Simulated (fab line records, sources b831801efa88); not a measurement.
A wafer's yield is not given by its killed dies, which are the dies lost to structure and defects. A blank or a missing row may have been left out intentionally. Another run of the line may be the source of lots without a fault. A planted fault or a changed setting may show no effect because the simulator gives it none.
Chamber matching ; flow sky130 ; SKY_VIA2_CMP_02 on cmp-01 has 4 sister chambers
The step polishes SiO2. 4 wafers are shown with their chamber, then 6 later ones without.

== WAFERS, EACH WITH ITS CHAMBER ==
wafer;chamber;motor current A (A)
L719.1;2;13.3
L726.2;1;12.9
L726.3;3;13.3
L726.4;0;12.5

== WAFERS WITH NO CHAMBER GIVEN ==
wafer;motor current A (A)
L728.3;13.4
L728.4;12.7
L728.5;12.2
L727.3;13.2
L727.4;13.1
L727.5;13.0

== WHICH CHAMBER EACH ONE RAN IN ==
wafer;from the rows above;in truth
L728.3;can't be placed: 2 or 3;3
L728.4;can't be placed: 0 or 1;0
L728.5;0;0
L727.3;can't be placed: 2 or 3 or 1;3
L727.4;can't be placed: 1 or 2 or 3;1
L727.5;can't be placed: 1 or 2 or 3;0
1 of 6 placed correctly. Unplaceable from these rows: 5, with the true chamber sitting among the candidates in 4. Wrongly placed: 0.
How it was worked out, from the rows above alone: a wafer's distance from a chamber is the root of the sum, over the readings, of the square of ((its reading less the chamber's mean) divided by the reading's scatter). The wafer belongs to the nearest chamber; if the next one is less than 2 further off, it can't be placed. For every chamber, the mean is computed from those of its wafers that are shown. The scatter (one wafer shown for each chamber): square how far every hidden wafer sits from the nearest shown wafer, average those squares and take the square root.
